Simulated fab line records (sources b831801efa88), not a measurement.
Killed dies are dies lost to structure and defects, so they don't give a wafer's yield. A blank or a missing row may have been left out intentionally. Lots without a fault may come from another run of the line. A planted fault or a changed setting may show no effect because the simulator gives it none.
A struck lot beside a sound one	flow sky130	19 steps out of a route of 708
Sound: these wafers, L123.1, L123.2, L123.5. The struck wafers were L124.2, L124.3, L124.5. Last of all comes the cause.
Each step with rows lists, per side, the tool, then ch with its chambers, then its first start. Under that, the readings that differ: sound wafers	struck wafers	difference of the means	sigmas: that difference in standard deviations of wafers without a fault.
alike: readings whose means differ by less than 2 such deviations, and words and numbers that are the same on both sides. not compared: withheld readings, readings that some wafer has no value for, bounds like >300 that may hide the same value, and numbers for which the record gives no deviation and whose values overlap.
The two part at a step that has a row with sigmas, a row that says differs or no value, or rows on one side only. Numbers that have no deviation but don't overlap get no sigmas and don't part them. Lack of a reading on every wafer of one side parts them only where that side has two or more wafers.

first, 1 step without rows for these wafers: SKY_RES_XHIGH_IMPLANT_07.
SKY_RES_XHIGH_STRIP_08: strips in O2/N2.
  sound on plasma_asher-02 ch 0,1, day 27 15:06; struck on plasma_asher-02 ch 0, day 28 09:11
reading	sound	struck	difference	sigmas
strip_time_to_endpoint_s (s)	14.35 14.39 14.33	14.19 14.24 14.25	-0.13	-3
  alike: drypump_motor_current_A, n2_flow_sccm, oes_product_au
  not compared: rf_hours_counter_h
SKY_RES_XHIGH_TW_MEAS_09:
  struck on film_metro-04, day 28 09:17; sound on film_metro-03, day 27 15:12
  alike: RES_XHIGH_TW
then, 7 steps without rows for these wafers: SKY_SD_N_DEHYDRATE_00 (time 60 s); SKY_SD_N_HMDS_01 (prime time 60 s); SKY_SD_N_COAT_02 (resist thk 1140 nm); SKY_SD_N_SOFTBAKE_03 (time 60 s); SKY_SD_N_EXPOSE_04 (exposes mask NSDM, target cd 380 nm); SKY_SD_N_PEB_05; SKY_SD_N_DEVELOP_06 (develop time 60 s).
SKY_SD_N_CD_MEAS_07: target cd 380 nm.
  struck on cd_sem-02, day 29 12:54; sound on cd_sem-02, day 28 19:17
reading	sound	struck	difference	sigmas
cd_nm (nm)	373.9 374.8 371.4	380.2 380.4 381.5	+7.3	+3
SKY_SD_N_OVL_MEAS_08:
  struck on overlay-02, day 29 13:00; sound on overlay-01, day 28 19:24
  alike: SD_N_OVL
SKY_SD_N_IMPLANT_09:
  sound on implanter-01 ch 0, day 28 19:26; struck on implanter-01, day 29 13:04
  no value came back on the struck wafers for beam_energy_keV, beam_on_s (s), end_station_pressure_torr (Torr); on the sound wafers beam_energy_keV reads 50.005 49.993 50.006
following that, these wafers have no rows for 1 step: SKY_SD_N_IMPLANT_10.
SKY_SD_N_STRIP_11: strips in O2/N2.
  sound on plasma_asher-04 ch 0,1, day 28 19:44; struck on plasma_asher-02 ch 0,1, day 29 13:20
reading	sound	struck	difference	sigmas
oes_product_au (a.u.)	0.519 0.523 0.526	0.721 0.703 0.712	+0.189	+38
strip_time_to_endpoint_s (s)	22.54 22.59 22.63	14.16 14.22 14.18	-8.40	-99 or more
  alike: drypump_motor_current_A, n2_flow_sccm
  not compared: rf_hours_counter_h
SKY_SD_N_TW_MEAS_12:
  struck on film_metro-03, day 29 13:26; sound on film_metro-02, day 28 19:50
reading	sound	struck	difference	sigmas
SD_N_TW	4013 4021 4014	1388 1402 1393	-2622	-87
then, 1 step without rows for these wafers: SKY_SD_N_CLEAN_13 (cleans in SC1/SC2, time 150 s).
SKY_SD_N_RTA_14: time 2 s.
  sound on rtp_anneal-02 ch 0, day 28 19:56; struck on rtp_anneal-01 ch 0, day 29 13:33
  alike: lamp_power_pct, ramp_up_c_per_s, wafer_temp_C_max
SKY_SD_N_RS_MEAS_16: the measuring method here is four-point-probe.
  struck on film_metro-04, day 29 13:44; sound on film_metro-04, day 28 20:07
reading	sound	struck	difference	sigmas
SD_N_RS (ohm/sq)	68.85 68.74 68.70	441.50 441.02 441.07	+372.43	+99 or more

== WHERE THEY PART ==
At SKY_RES_XHIGH_STRIP_08 first; at SKY_SD_N_RS_MEAS_16 last (within this record only).

WHY: what had been put in by the simulator
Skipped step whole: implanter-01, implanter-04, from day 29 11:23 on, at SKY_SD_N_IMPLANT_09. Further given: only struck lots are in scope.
